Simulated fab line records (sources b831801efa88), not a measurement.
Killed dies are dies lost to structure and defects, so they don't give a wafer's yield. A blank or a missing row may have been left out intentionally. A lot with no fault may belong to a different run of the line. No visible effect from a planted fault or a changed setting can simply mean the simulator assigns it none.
fab line records    flow gf180mcu
record lots=6  wafers=18  last-day=34
route steps=602 shown HV_LDD@194
lots that met no fault: taken from a fault-free run of the same line
start-h: hours from the record's opening day to when the first of the lot's shown wafers began    wait-h: hours elapsed since this lot's preceding step    " repeats the value in the row above    L1.1+2: a row that stands for several wafers    - no value present, or no start provided    * or withheld: withheld    < > ~ a bound
route shown NAME@n: NAME is a module with steps in the file, n the number in the route of the first one    usual: mean and standard deviation over wafers with no fault    same: alike in all rows    chamber/n: place in a boat    sites: per-site readings    _std_site: the values' standard deviation    _edge_site: mean of outer sites minus mean of inner sites    radius-mm: how far each site lies from the wafer's centre    mask NAME#n: copy n    behind: the tool/chamber that last shaped the wafer    hold: what put the lot on hold/how long, in hours/how the hold closed    device: the n, p or np transistor that did not switch    end of line: tests of these same wafers at the route's end    for a step that has no rows: nothing shown but its recipe    killed: count of dies lost to structure and defects at first sort (not the wafer's yield)    map: shows each die of a wafer: x if killed, . if not, _ if none is there
set.NAME: the setting that was run; set.NAME@STEP: the one run at that earlier step    model.NAME: the simulator's own value behind a step, which no gauge read
lots at some steps of the route; a table a step, a row a wafer
services: from which hour (start-h, from the record's first day; less than 0 if before it) a tool's chamber was out of use, for how many hours, and why
## steps
# step GF_HV_LDD_DEVELOP_18
# recipe develop-time-s=60  dev-temp-c=23
# step GF_HV_LDD_CD_MEAS_19
# recipe target-cd-nm=400
# usual cd-nm=399.6/2.3
lot.wafer  tool       chamber  start-h  wait-h  cd-nm
L660.1     cd-sem-01  -        301.93   0.1     399.3
L660.5     "          -        "        "       397.6
L660.6     "          -        "        "       396.7
L662.1     cd-sem-01  -        319.13   0.1     402.1
L662.4     "          -        "        "       400.8
L662.5     "          -        "        "       400.4
L663.2     cd-sem-01  -        325.91   0.1     397.5
L663.4     "          -        "        "       401.5
L663.6     "          -        "        "       400.6
L671.2     cd-sem-02  -        383.25   0.3     402.9
L671.4     "          -        "        "       402.1
L671.5     "          -        "        "       401.9
L673.1     cd-sem-02  -        399.44   0.1     401.0
L673.4     "          -        "        "       401.7
L673.6     "          -        "        "       399.0
L674.2     cd-sem-02  -        410.85   0.1     402.0
L674.4     "          -        "        "       403.2
L674.6     "          -        "        "       401.2
# step GF_HV_LDD_OVL_MEAS_20
# usual HV_LDD_01_OVL=0.4/1.4
lot.wafer  tool        chamber  start-h  wait-h  HV_LDD_01_OVL[nm]
L660.1     overlay-01  -        302.05   0.1     -0.4
L660.5     "           -        "        "       0.6
L660.6     "           -        "        "       1.0
L662.1     overlay-02  -        319.25   0.1     0.7
L662.4     "           -        "        "       0.5
L662.5     "           -        "        "       -0.8
L663.2     overlay-02  -        326.02   0.1     0.0
L663.4     "           -        "        "       -0.8
L663.6     "           -        "        "       -0.1
L671.2     overlay-01  -        383.36   0.1     0.1
L671.4     "           -        "        "       -0.7
L671.5     "           -        "        "       -0.2
L673.1     overlay-01  -        399.56   0.1     1.7
L673.4     "           -        "        "       0.3
L673.6     "           -        "        "       1.3
L674.2     overlay-01  -        410.96   0.1     -2.1
L674.4     "           -        "        "       -1.8
L674.6     "           -        "        "       -1.7
# step GF_HV_LDD_IMPLANT_21
# recipe species=BF2  energy-kev=25  dose-cm2=5e+13  tilt-deg=7
# step GF_HV_LDD_STRIP_22
# recipe chemistry=O2/N2  power-w=1400  pressure-mtorr=1500  platen-temp-c=250  o2-flow-sccm=3000  n2-flow-sccm=300  overash-fraction=0.5
# usual drypump-motor-current-A=6.0/0.48  heater-power-w=307/31  oes-product-au=0.716/0.0048  strip-time-to-endpoint-s=12.63/0.034
# same overash-fraction=0.5
lot.wafer  tool             chamber  start-h  wait-h  drypump-motor-current-A  heater-power-w  oes-product-au  rf-hours-counter-h  strip-time-to-endpoint-s
L660.1     plasma-asher-04  1        302.24   0.1     6.6                      331             0.711           64                  12.61
L660.5     "                1        "        "       6.6                      324             0.708           -                   12.60
L660.6     "                0        "        "       6.6                      323             0.711           -                   12.66
L662.1     plasma-asher-02  1        319.44   0.1     6.0                      278             0.714           66                  12.71
L662.4     "                1        "        "       6.0                      276             0.711           -                   12.67
L662.5     "                1        "        "       6.0                      270             0.709           -                   12.66
L663.2     plasma-asher-03  0        326.20   0.1     5.4                      266             0.706           58                  12.57
L663.4     "                0        "        "       5.4                      263             0.721           -                   12.59
L663.6     "                0        "        "       5.4                      261             0.717           -                   12.59
L671.2     plasma-asher-03  1        383.54   0.1     5.8                      331             0.722           64                  12.66
L671.4     "                1        "        "       5.9                      330             0.718           -                   12.68
L671.5     "                1        "        "       5.8                      321             0.718           -                   12.68
L673.1     plasma-asher-03  1        399.74   0.1     5.9                      327             0.712           66                  12.62
L673.4     "                0        "        "       5.4                      261             0.724           -                   12.61
L673.6     "                1        "        "       5.9                      330             0.713           -                   12.64
L674.2     plasma-asher-03  1        411.14   0.1     5.9                      328             0.725           67                  12.61
L674.4     "                0        "        "       5.4                      266             0.712           -                   12.65
L674.6     "                1        "        "       5.9                      336             0.716           -                   12.62
# step GF_HV_LDD_TW_MEAS_23
# usual HV_LDD_2_TW=1056/7.6
lot.wafer  tool           chamber  start-h  wait-h  HV_LDD_2_TW
L660.1     film-metro-04  -        302.34   0.1     1067
L660.5     "              -        "        "       1054
L660.6     "              -        "        "       1060
L662.1     film-metro-01  -        319.54   0.1     1048
L662.4     "              -        "        "       1046
L662.5     "              -        "        "       1051
L663.2     film-metro-04  -        326.31   0.1     1071
L663.4     "              -        "        "       1064
L663.6     "              -        "        "       1066
L671.2     film-metro-04  -        383.65   0.1     1057
L671.4     "              -        "        "       1059
L671.5     "              -        "        "       1059
L673.1     film-metro-04  -        399.84   0.1     1062
L673.4     "              -        "        "       1062
L673.6     "              -        "        "       1066
L674.2     film-metro-02  -        411.25   0.1     1045
L674.4     "              -        "        "       1045
L674.6     "              -        "        "       1050
# step GF_HV_LDD_DEHYDRATE_24
# recipe temp-c=200  time-s=60
# step GF_HV_LDD_HMDS_25
# recipe prime-time-s=60  prime-temp-c=119.5
# step GF_HV_LDD_COAT_26
# recipe resist=NOVOLAK  spin-rpm=3000  resist-thk-nm=1000
# step GF_HV_LDD_SOFTBAKE_27
# recipe temp-c=90  time-s=60  resist=NOVOLAK
# step GF_HV_LDD_EXPOSE_28
# recipe mask-id=Nplus_HV_AREA  target-cd-nm=400  na=0.6  source-shape=conventional  sigma-outer=0.6  dose-mj=140
# step GF_HV_LDD_PEB_29
# recipe temp-c=withheld  time-s=*  resist=NOVOLAK
# step GF_HV_LDD_DEVELOP_30
# recipe develop-time-s=60  dev-temp-c=23
# usual chill-plate-temp-C=23.00/0.1  develop-time-s=60/0  resist-line-temp-C=23.03/0.11
lot.wafer  tool            chamber  start-h  wait-h  chill-plate-temp-C  develop-time-s  resist-line-temp-C
L660.1     litho-track-01  0        321.89   0.1     22.97               60              23.09
L660.5     "               0        "        "       22.97               60              23.15
L660.6     "               0        "        "       23.06               60              22.95
L662.1     litho-track-04  -        341.18   0.1     -                   -               -
L662.4     "               -        "        "       -                   -               -
L662.5     "               -        "        "       -                   -               -
L663.2     litho-track-01  -        347.61   0.1     -                   -               -
L663.4     "               -        "        "       -                   -               -
L663.6     "               -        "        "       -                   -               -
L671.2     litho-track-04  0        406.56   0.1     22.98               60              22.93
L671.4     "               0        "        "       22.96               60              23.12
L671.5     "               0        "        "       23.06               60              23.19
L673.1     litho-track-01  0        422.89   0.1     22.96               60              22.91
L673.4     "               0        "        "       22.95               60              22.97
L673.6     "               0        "        "       23.00               60              22.98
L674.2     litho-track-01  0        434.76   0.1     23.01               60              23.07
L674.4     "               0        "        "       22.99               60              23.06
L674.6     "               0        "        "       22.94               60              23.09
# step GF_HV_LDD_CD_MEAS_31
# recipe target-cd-nm=400
# usual cd-nm=400.0/1.8
lot.wafer  tool       chamber  start-h  wait-h  cd-nm
L660.1     cd-sem-02  -        322.04   0.1     398.7
L660.5     "          -        "        "       398.3
L660.6     "          -        "        "       399.0
L662.1     cd-sem-02  -        341.33   0.1     -
L662.4     "          -        "        "       -
L662.5     "          -        "        "       -
L663.2     cd-sem-02  -        347.76   0.1     -
L663.4     "          -        "        "       -
L663.6     "          -        "        "       -
L671.2     cd-sem-02  -        406.73   0.1     399.2
L671.4     "          -        "        "       398.8
L671.5     "          -        "        "       399.1
L673.1     cd-sem-01  -        423.04   0.1     402.1
L673.4     "          -        "        "       401.8
L673.6     "          -        "        "       402.0
L674.2     cd-sem-01  -        434.91   0.1     402.7
L674.4     "          -        "        "       404.4
L674.6     "          -        "        "       401.9
## services
tool             chamber  start-h  hours  kind
plasma-asher-02  -        327.64   3.7    repair
plasma-asher-03  -        337.55   1.8    repair
plasma-asher-02  -        353.95   5.7    repair
plasma-asher-02  -        356.95   4.3    repair
plasma-asher-02  -        421.29   9.0    pm
plasma-asher-02  0        421.29   9.0    vent-cycle
plasma-asher-02  1        421.29   9.0    vent-cycle
plasma-asher-02  0        430.29   -      clean
plasma-asher-02  1        430.29   -      clean
## key
first-sign step=GF_HV_LDD_DEVELOP_30  reading=tool-record  direction=missing
effect none on later readings
met-at GF_HV_LDD_DEVELOP_30
struck-wafers L662.1,L662.4,L662.5,L663.2,L663.4,L663.6
later-rows-left-out L662.1,L662.4,L662.5,L663.2,L663.4,L663.6
sort-left-out L662.1,L662.4,L662.5,L663.2,L663.4,L663.6
tester-left-out L662,L663
onset-between 321.89 341.18
fault kind=skipped-step-whole  tool=litho-track-01,litho-track-04  chamber=-  onset-h=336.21  steps=GF_HV_LDD_DEVELOP_30  scope=struck-lots-only
# tester-left-out: of these lots the tester's yield and bins aren't shown, on N5 and GAA mostly nor the transistor test; their killed dies are dies lost to structure and defects alone, not to doping, threshold or leakage, so they don't give the yield
# sort-left-out: the simulated sort isn't trusted on such a fault, so these wafers' sort isn't shown, and their yield isn't known
# later-rows-left-out: the simulator's readings of these wafers behind a module that went badly wrong aren't trusted and aren't shown, but for the sort
